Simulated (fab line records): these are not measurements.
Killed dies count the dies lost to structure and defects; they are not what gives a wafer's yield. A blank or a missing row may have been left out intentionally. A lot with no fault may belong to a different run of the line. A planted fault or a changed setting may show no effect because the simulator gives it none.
Matching of chambers | flow sky130 | SKY_CONTACT_CMP_04 on cmp-01 has 4 sister chambers
The step polishes SiO2. 4 wafers are shown with their chamber, then 8 later ones without.

== EACH WAFER AND ITS CHAMBER ==
wafer  | chamber | motor_current_A (A)
L248.1 | 2       | 11.7
L249.1 | 0       | 11.7
L249.2 | 3       | 12.4
L249.3 | 1       | 11.9

== WAFERS MISSING THEIR CHAMBER ==
wafer  | motor_current_A (A)
L252.2 | 12.1
L252.3 | 11.7
L252.4 | 13.0
L255.4 | 11.1
L255.5 | 11.5
L255.6 | 11.7
L256.4 | 11.3
L256.5 | 12.4

== WHICH CHAMBER EACH ONE RAN IN ==
wafer  | from the rows above               | in truth
L252.2 | can't be placed: 1 or 3 or 0 or 2 | 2
L252.3 | can't be placed: 0 or 2 or 1      | 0
L252.4 | can't be placed: 3 or 1           | 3
L255.4 | can't be placed: 0 or 2 or 1      | 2
L255.5 | can't be placed: 0 or 2 or 1      | 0
L255.6 | can't be placed: 0 or 2 or 1      | 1
L256.4 | can't be placed: 0 or 2 or 1      | 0
L256.5 | can't be placed: 3 or 1           | 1
Placed correctly: 0 of 8. These rows do not allow placing 8 (true chamber among the candidates in 8). Number placed wrongly: 0.
How it was worked out, from the rows above alone: a wafer's distance from a chamber is the root of the sum, over the readings, of the square of ((its reading less the chamber's mean) divided by the reading's scatter). The wafer belongs to the nearest chamber; if the next one is less than 2 further off, it can't be placed. For every chamber, the mean is computed from those of its wafers that are shown. The scatter: with one shown wafer a chamber, the root of the mean of the squares of how far each hidden wafer lies from its nearest shown one.
